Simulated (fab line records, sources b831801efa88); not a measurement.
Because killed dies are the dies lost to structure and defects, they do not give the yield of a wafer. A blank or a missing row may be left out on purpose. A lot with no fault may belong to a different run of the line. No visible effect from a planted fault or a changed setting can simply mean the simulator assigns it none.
What tool caused it? || flow gf180mcu || Sampling: 11 lots, 33 wafers, 6 of 602 route steps

## WHAT THE GAUGES SHOWED, per wafer
GF_VT_IMPLANT_TW_MEAS_21.
{"lot": "L448", "measured": "day 6 15:30", "on": "film_metro-01", "VT_IMPLANT_2_TW": "1211 1202 1210"}
{"lot": "L449", "measured": "day 6 19:16", "on": "film_metro-03", "VT_IMPLANT_2_TW": "1214 1209 1213"}
{"lot": "L451", "measured": "day 7 07:06", "on": "film_metro-01", "VT_IMPLANT_2_TW": "1210 1209 1209"}
{"lot": "L459", "measured": "day 10 04:40", "on": "film_metro-02", "VT_IMPLANT_2_TW": "1216 1213 1211"}
{"lot": "L460", "measured": "day 10 04:46", "on": "film_metro-03", "VT_IMPLANT_2_TW": "30 30 30"}
{"lot": "L462", "measured": "day 10 17:00", "on": "film_metro-02", "VT_IMPLANT_2_TW": "30 30 30"}
{"lot": "L465", "measured": "day 11 14:58", "on": "film_metro-02", "VT_IMPLANT_2_TW": "1220 1225 1225"}
{"lot": "L466", "measured": "day 11 16:31", "on": "film_metro-02", "VT_IMPLANT_2_TW": "1215 1226 1222"}
{"lot": "L468", "measured": "day 12 00:16", "on": "film_metro-01", "VT_IMPLANT_2_TW": "1223 1224 1229"}
{"lot": "L467", "measured": "day 12 00:59", "on": "film_metro-02", "VT_IMPLANT_2_TW": "1226 1224 1228"}
{"lot": "L469", "measured": "day 12 16:51", "on": "film_metro-03", "VT_IMPLANT_2_TW": "1215 1209 1208"}

GF_HV_LDD_OVL_MEAS_32.
{"lot": "L448", "measured": "day 11 19:29", "on": "overlay-01", "HV_LDD_02_OVL (nm)": "0.6 -1.0 -1.9"}
{"lot": "L449", "measured": "day 12 09:11", "on": "overlay-02", "HV_LDD_02_OVL (nm)": "0.0 0.7 -0.7"}
{"lot": "L451", "measured": "day 12 16:56", "on": "overlay-01", "HV_LDD_02_OVL (nm)": "-3.8 -4.6 -4.2"}
{"lot": "L459", "measured": "day 16 07:35", "on": "overlay-02", "HV_LDD_02_OVL (nm)": "-0.9 -0.9 -0.2"}
{"lot": "L465", "measured": "day 18 04:54", "on": "overlay-02", "HV_LDD_02_OVL (nm)": "-0.4 1.2 0.7"}
{"lot": "L466", "measured": "day 18 10:17", "on": "overlay-02", "HV_LDD_02_OVL (nm)": "0.2 0.4 0.1"}
{"lot": "L468", "measured": "day 18 17:56", "on": "overlay-02", "HV_LDD_02_OVL (nm)": "-1.4 -2.1 -1.0"}
{"lot": "L467", "measured": "day 18 19:36", "on": "overlay-02", "HV_LDD_02_OVL (nm)": "1.3 0.9 -0.9"}
{"lot": "L469", "measured": "day 19 11:32", "on": "overlay-01", "HV_LDD_02_OVL (nm)": "-1.6 -1.7 -1.3"}

## TOOL THAT RAN EACH LOT (tool first, then ch and the chambers of the sampled wafers, then the start)
{"lot": "L448", "GF_DNWELL_STRIP_08": "plasma_asher-01 ch 0,1, day 3 07:49", "GF_VT_IMPLANT_STRIP_09": "plasma_asher-04 ch 0,1, day 6 02:07", "GF_VT_IMPLANT_STRIP_20": "plasma_asher-03 ch 0,1, day 6 15:24", "GF_POLY_GATE_ETCH_12": "rie_diel-02 ch 0,1,2, day 9 11:46"}
{"lot": "L449", "GF_DNWELL_STRIP_08": "plasma_asher-02 ch 0,1, day 3 10:25", "GF_VT_IMPLANT_STRIP_09": "plasma_asher-03 ch 0,1, day 6 05:06", "GF_VT_IMPLANT_STRIP_20": "plasma_asher-02 ch 0,1, day 6 19:09", "GF_POLY_GATE_ETCH_12": "rie_diel-02 ch 1,2, day 9 21:10"}
{"lot": "L451", "GF_DNWELL_STRIP_08": "plasma_asher-04 ch 0,1, day 3 20:31", "GF_VT_IMPLANT_STRIP_09": "plasma_asher-03 ch 0,1, day 6 16:39", "GF_VT_IMPLANT_STRIP_20": "plasma_asher-03 ch 0, day 7 07:00", "GF_POLY_GATE_ETCH_12": "rie_diel-01 ch 2,3, day 10 06:40"}
{"lot": "L459", "GF_DNWELL_STRIP_08": "plasma_asher-02 ch 0,1, day 6 03:52", "GF_VT_IMPLANT_STRIP_09": "plasma_asher-04 ch 0,1, day 9 10:57", "GF_VT_IMPLANT_STRIP_20": "plasma_asher-04 ch 0,1, day 10 04:34", "GF_POLY_GATE_ETCH_12": "rie_diel-01 ch 0,3, day 13 14:40"}
{"lot": "L460", "GF_DNWELL_STRIP_08": "plasma_asher-01 ch 0,1, day 6 04:13", "GF_VT_IMPLANT_STRIP_09": "plasma_asher-02 ch 0,1, day 9 11:06", "GF_VT_IMPLANT_STRIP_20": "plasma_asher-02 ch 1, day 10 04:39", "GF_POLY_GATE_ETCH_12": "-"}
{"lot": "L462", "GF_DNWELL_STRIP_08": "plasma_asher-02 ch 0,1, day 6 12:01", "GF_VT_IMPLANT_STRIP_09": "plasma_asher-02 ch 0,1, day 9 23:07", "GF_VT_IMPLANT_STRIP_20": "plasma_asher-03 ch 0,1, day 10 16:54", "GF_POLY_GATE_ETCH_12": "-"}
{"lot": "L465", "GF_DNWELL_STRIP_08": "plasma_asher-02 ch 0,1, day 7 09:01", "GF_VT_IMPLANT_STRIP_09": "plasma_asher-03 ch 1, day 10 20:33", "GF_VT_IMPLANT_STRIP_20": "plasma_asher-02 ch 0,1, day 11 14:51", "GF_POLY_GATE_ETCH_12": "rie_diel-01 ch 0,1,3, day 15 08:01"}
{"lot": "L466", "GF_DNWELL_STRIP_08": "plasma_asher-01 ch 0,1, day 7 09:31", "GF_VT_IMPLANT_STRIP_09": "plasma_asher-04 ch 0,1, day 10 22:09", "GF_VT_IMPLANT_STRIP_20": "plasma_asher-04 ch 0,1, day 11 16:24", "GF_POLY_GATE_ETCH_12": "rie_diel-02 ch 0,3, day 15 10:25"}
{"lot": "L468", "GF_DNWELL_STRIP_08": "plasma_asher-02 ch 0,1, day 7 16:16", "GF_VT_IMPLANT_STRIP_09": "plasma_asher-02 ch 0,1, day 11 05:33", "GF_VT_IMPLANT_STRIP_20": "plasma_asher-02 ch 0,1, day 12 00:09", "GF_POLY_GATE_ETCH_12": "rie_diel-01 ch 1,3, day 15 15:31"}
{"lot": "L467", "GF_DNWELL_STRIP_08": "plasma_asher-01 ch 0,1, day 7 16:54", "GF_VT_IMPLANT_STRIP_09": "plasma_asher-02 ch 0,1, day 11 06:11", "GF_VT_IMPLANT_STRIP_20": "plasma_asher-04 ch 0,1, day 12 00:53", "GF_POLY_GATE_ETCH_12": "rie_diel-02 ch 2,3, day 15 17:31"}
{"lot": "L469", "GF_DNWELL_STRIP_08": "plasma_asher-02 ch 0,1, day 8 04:10", "GF_VT_IMPLANT_STRIP_09": "plasma_asher-03 ch 0,1, day 11 21:45", "GF_VT_IMPLANT_STRIP_20": "plasma_asher-04 ch 0,1, day 12 16:45", "GF_POLY_GATE_ETCH_12": "rie_diel-02 ch 0,1,2, day 16 11:08"}
- GF_DNWELL_STRIP_08: strips in O2/N2.
- GF_VT_IMPLANT_STRIP_09: strips in O2/N2.
- GF_VT_IMPLANT_STRIP_20: strips in O2/N2.
- GF_POLY_GATE_ETCH_12: etches BARC in N2/H2.

## WHAT THE TOOLS THEMSELVES READ (means of the sampled wafers that have a number; where no wafer has one, the mark that the record gives instead)
GF_DNWELL_STRIP_08.
{"lot": "L448", "tool": "plasma_asher-01", "chamber_pressure_mTorr (mTorr)": 1501.5, "drypump_motor_current_A (A)": 5.4, "heater_power_w (W)": 348, "oes_product_au (a.u.)": 0.719, "strip_time_to_endpoint_s (s)": 36.90}
{"lot": "L449", "tool": "plasma_asher-02", "chamber_pressure_mTorr (mTorr)": 1499.8, "drypump_motor_current_A (A)": 5.1, "heater_power_w (W)": 325, "oes_product_au (a.u.)": 0.720, "strip_time_to_endpoint_s (s)": 36.89}
{"lot": "L451", "tool": "plasma_asher-04", "chamber_pressure_mTorr (mTorr)": 1500.1, "drypump_motor_current_A (A)": 5.4, "heater_power_w (W)": 351, "oes_product_au (a.u.)": 0.728, "strip_time_to_endpoint_s (s)": 36.96}
{"lot": "L459", "tool": "plasma_asher-02", "chamber_pressure_mTorr (mTorr)": 1498.5, "drypump_motor_current_A (A)": 5.1, "heater_power_w (W)": 331, "oes_product_au (a.u.)": 0.723, "strip_time_to_endpoint_s (s)": 37.18}
{"lot": "L460", "tool": "plasma_asher-01", "chamber_pressure_mTorr (mTorr)": 1500.8, "drypump_motor_current_A (A)": 5.4, "heater_power_w (W)": 345, "oes_product_au (a.u.)": 0.719, "strip_time_to_endpoint_s (s)": 37.06}
{"lot": "L462", "tool": "plasma_asher-02", "chamber_pressure_mTorr (mTorr)": 1501.1, "drypump_motor_current_A (A)": 5.1, "heater_power_w (W)": 323, "oes_product_au (a.u.)": 0.725, "strip_time_to_endpoint_s (s)": 37.05}
{"lot": "L465", "tool": "plasma_asher-02", "chamber_pressure_mTorr (mTorr)": 1499.5, "drypump_motor_current_A (A)": 5.1, "heater_power_w (W)": 327, "oes_product_au (a.u.)": 0.719, "strip_time_to_endpoint_s (s)": 37.15}
{"lot": "L466", "tool": "plasma_asher-01", "chamber_pressure_mTorr (mTorr)": 1500.2, "drypump_motor_current_A (A)": 5.4, "heater_power_w (W)": 349, "oes_product_au (a.u.)": 0.720, "strip_time_to_endpoint_s (s)": 37.00}
{"lot": "L468", "tool": "plasma_asher-02", "chamber_pressure_mTorr (mTorr)": 1501.4, "drypump_motor_current_A (A)": 5.1, "heater_power_w (W)": 326, "oes_product_au (a.u.)": 0.724, "strip_time_to_endpoint_s (s)": 36.95}
{"lot": "L467", "tool": "plasma_asher-01", "chamber_pressure_mTorr (mTorr)": 1501.1, "drypump_motor_current_A (A)": 5.6, "heater_power_w (W)": 364, "oes_product_au (a.u.)": 0.721, "strip_time_to_endpoint_s (s)": 37.13}
{"lot": "L469", "tool": "plasma_asher-02", "chamber_pressure_mTorr (mTorr)": 1500.2, "drypump_motor_current_A (A)": 5.3, "heater_power_w (W)": 339, "oes_product_au (a.u.)": 0.719, "strip_time_to_endpoint_s (s)": 37.06}

GF_VT_IMPLANT_STRIP_09.
{"lot": "L448", "tool": "plasma_asher-04", "chamber_pressure_mTorr (mTorr)": 1500.7, "drypump_motor_current_A (A)": 5.5, "heater_power_w (W)": 333, "oes_product_au (a.u.)": 0.713, "strip_time_to_endpoint_s (s)": 12.66}
{"lot": "L449", "tool": "plasma_asher-03", "chamber_pressure_mTorr (mTorr)": 1500.7, "drypump_motor_current_A (A)": 5.9, "heater_power_w (W)": 327, "oes_product_au (a.u.)": 0.717, "strip_time_to_endpoint_s (s)": 12.68}
{"lot": "L451", "tool": "plasma_asher-03", "chamber_pressure_mTorr (mTorr)": 1499.8, "drypump_motor_current_A (A)": 5.9, "heater_power_w (W)": 326, "oes_product_au (a.u.)": 0.716, "strip_time_to_endpoint_s (s)": 12.65}
{"lot": "L459", "tool": "plasma_asher-04", "chamber_pressure_mTorr (mTorr)": 1498.9, "drypump_motor_current_A (A)": 5.4, "heater_power_w (W)": 351, "oes_product_au (a.u.)": 0.711, "strip_time_to_endpoint_s (s)": 12.66}
{"lot": "L460", "tool": "plasma_asher-02", "chamber_pressure_mTorr (mTorr)": "-", "drypump_motor_current_A (A)": "-", "heater_power_w (W)": "-", "oes_product_au (a.u.)": "-", "strip_time_to_endpoint_s (s)": "-"}
{"lot": "L462", "tool": "plasma_asher-02", "chamber_pressure_mTorr (mTorr)": "-", "drypump_motor_current_A (A)": "-", "heater_power_w (W)": "-", "oes_product_au (a.u.)": "-", "strip_time_to_endpoint_s (s)": "-"}
{"lot": "L465", "tool": "plasma_asher-03", "chamber_pressure_mTorr (mTorr)": 1499.8, "drypump_motor_current_A (A)": 6.0, "heater_power_w (W)": 361, "oes_product_au (a.u.)": 0.712, "strip_time_to_endpoint_s (s)": 12.65}
{"lot": "L466", "tool": "plasma_asher-04", "chamber_pressure_mTorr (mTorr)": 1500.2, "drypump_motor_current_A (A)": 5.4, "heater_power_w (W)": 355, "oes_product_au (a.u.)": 0.709, "strip_time_to_endpoint_s (s)": 12.62}
{"lot": "L468", "tool": "plasma_asher-02", "chamber_pressure_mTorr (mTorr)": 1499.5, "drypump_motor_current_A (A)": 5.3, "heater_power_w (W)": 339, "oes_product_au (a.u.)": 0.713, "strip_time_to_endpoint_s (s)": 12.60}
{"lot": "L467", "tool": "plasma_asher-02", "chamber_pressure_mTorr (mTorr)": 1499.1, "drypump_motor_current_A (A)": 5.3, "heater_power_w (W)": 334, "oes_product_au (a.u.)": 0.716, "strip_time_to_endpoint_s (s)": 12.60}
{"lot": "L469", "tool": "plasma_asher-03", "chamber_pressure_mTorr (mTorr)": 1499.6, "drypump_motor_current_A (A)": 6.0, "heater_power_w (W)": 344, "oes_product_au (a.u.)": 0.717, "strip_time_to_endpoint_s (s)": 12.62}

GF_VT_IMPLANT_STRIP_20.
{"lot": "L448", "tool": "plasma_asher-03", "chamber_pressure_mTorr (mTorr)": 1500.6, "drypump_motor_current_A (A)": 6.0, "heater_power_w (W)": 343, "oes_product_au (a.u.)": 0.720, "strip_time_to_endpoint_s (s)": 12.644}
{"lot": "L449", "tool": "plasma_asher-02", "chamber_pressure_mTorr (mTorr)": 1499.7, "drypump_motor_current_A (A)": 5.3, "heater_power_w (W)": 336, "oes_product_au (a.u.)": 0.714, "strip_time_to_endpoint_s (s)": 12.628}
{"lot": "L451", "tool": "plasma_asher-03", "chamber_pressure_mTorr (mTorr)": 1500.7, "drypump_motor_current_A (A)": 5.9, "heater_power_w (W)": 307, "oes_product_au (a.u.)": 0.711, "strip_time_to_endpoint_s (s)": 12.664}
{"lot": "L459", "tool": "plasma_asher-04", "chamber_pressure_mTorr (mTorr)": 1498.2, "drypump_motor_current_A (A)": 5.4, "heater_power_w (W)": 352, "oes_product_au (a.u.)": 0.716, "strip_time_to_endpoint_s (s)": 12.663}
{"lot": "L460", "tool": "plasma_asher-02", "chamber_pressure_mTorr (mTorr)": 1500.2, "drypump_motor_current_A (A)": 5.6, "heater_power_w (W)": 354, "oes_product_au (a.u.)": 0.720, "strip_time_to_endpoint_s (s)": 27.638}
{"lot": "L462", "tool": "plasma_asher-03", "chamber_pressure_mTorr (mTorr)": 1499.7, "drypump_motor_current_A (A)": 6.0, "heater_power_w (W)": 338, "oes_product_au (a.u.)": 0.720, "strip_time_to_endpoint_s (s)": 27.661}
{"lot": "L465", "tool": "plasma_asher-02", "chamber_pressure_mTorr (mTorr)": 1500.9, "drypump_motor_current_A (A)": 5.3, "heater_power_w (W)": 337, "oes_product_au (a.u.)": 0.715, "strip_time_to_endpoint_s (s)": 12.689}
{"lot": "L466", "tool": "plasma_asher-04", "chamber_pressure_mTorr (mTorr)": 1500.1, "drypump_motor_current_A (A)": 5.4, "heater_power_w (W)": 348, "oes_product_au (a.u.)": 0.713, "strip_time_to_endpoint_s (s)": 12.625}
{"lot": "L468", "tool": "plasma_asher-02", "chamber_pressure_mTorr (mTorr)": 1499.9, "drypump_motor_current_A (A)": 5.3, "heater_power_w (W)": 331, "oes_product_au (a.u.)": 0.714, "strip_time_to_endpoint_s (s)": 12.622}
{"lot": "L467", "tool": "plasma_asher-04", "chamber_pressure_mTorr (mTorr)": 1501.1, "drypump_motor_current_A (A)": 5.4, "heater_power_w (W)": 352, "oes_product_au (a.u.)": 0.712, "strip_time_to_endpoint_s (s)": 12.634}
{"lot": "L469", "tool": "plasma_asher-04", "chamber_pressure_mTorr (mTorr)": 1499.9, "drypump_motor_current_A (A)": 5.4, "heater_power_w (W)": 354, "oes_product_au (a.u.)": 0.717, "strip_time_to_endpoint_s (s)": 12.656}

GF_POLY_GATE_ETCH_12.
{"lot": "L448", "tool": "rie_diel-02", "bias_w (W)": 100.1, "drypump_motor_current_A (A)": 5.7, "oes_product_au (a.u.)": 0.736, "throttle_valve_pct (%)": 13.206}
{"lot": "L449", "tool": "rie_diel-02", "bias_w (W)": 100.0, "drypump_motor_current_A (A)": 6.0, "oes_product_au (a.u.)": 0.734, "throttle_valve_pct (%)": 13.213}
{"lot": "L451", "tool": "rie_diel-01", "bias_w (W)": 100.3, "drypump_motor_current_A (A)": 5.6, "oes_product_au (a.u.)": 0.733, "throttle_valve_pct (%)": 13.217}
{"lot": "L459", "tool": "rie_diel-01", "bias_w (W)": 100.1, "drypump_motor_current_A (A)": 6.2, "oes_product_au (a.u.)": 0.734, "throttle_valve_pct (%)": 13.217}
{"lot": "L465", "tool": "rie_diel-01", "bias_w (W)": 100.4, "drypump_motor_current_A (A)": 5.8, "oes_product_au (a.u.)": 0.733, "throttle_valve_pct (%)": 13.209}
{"lot": "L466", "tool": "rie_diel-02", "bias_w (W)": 99.6, "drypump_motor_current_A (A)": 5.3, "oes_product_au (a.u.)": 0.733, "throttle_valve_pct (%)": 13.212}
{"lot": "L468", "tool": "rie_diel-01", "bias_w (W)": 100.2, "drypump_motor_current_A (A)": 5.3, "oes_product_au (a.u.)": 0.732, "throttle_valve_pct (%)": 13.210}
{"lot": "L467", "tool": "rie_diel-02", "bias_w (W)": 100.2, "drypump_motor_current_A (A)": 5.7, "oes_product_au (a.u.)": 0.736, "throttle_valve_pct (%)": 13.211}
{"lot": "L469", "tool": "rie_diel-02", "bias_w (W)": 100.2, "drypump_motor_current_A (A)": 5.7, "oes_product_au (a.u.)": 0.737, "throttle_valve_pct (%)": 13.214}

## THE ANSWER, worked out from the rows above alone
Rule: the lots themselves supply what counts as usual. Put in order of their means at a reading, lots are off if they are a third of the lots or fewer, leave a main group of 4 or more, and stand apart from it by a gap of 3 or more times the standard deviation of the main group's means; of several such gaps the widest counts. If all means in a main group match to the digits the tables above print for the reading, that group is not used. Also off: a lot with no number at a reading for which 4 or more lots have one. Any other lot the step has rows for is counted as sound. After the gauges, taken in route order, come the tools' own readings; for these a lot's mean is taken, as printed above. The first step at which some lot is off is used, and at that step the reading that is off furthest; a lot without a number counts as furthest.
Off: L460, L462, at GF_VT_IMPLANT_TW_MEAS_21 (VT_IMPLANT_2_TW). For the main group the mean is 1217 and the standard deviation 6.9.
A tool fits if, at a process step before that reading, it ran every lot that is off, and no sound lot after the first of them. The gauges at GF_VT_IMPLANT_TW_MEAS_21 aren't tried: what is off there is off at GF_VT_IMPLANT_STRIP_09 too, on other tools, and a gauge's error can't cause that. No candidate that was tried fits.

## WHAT WAS PUT IN BY THE SIMULATOR
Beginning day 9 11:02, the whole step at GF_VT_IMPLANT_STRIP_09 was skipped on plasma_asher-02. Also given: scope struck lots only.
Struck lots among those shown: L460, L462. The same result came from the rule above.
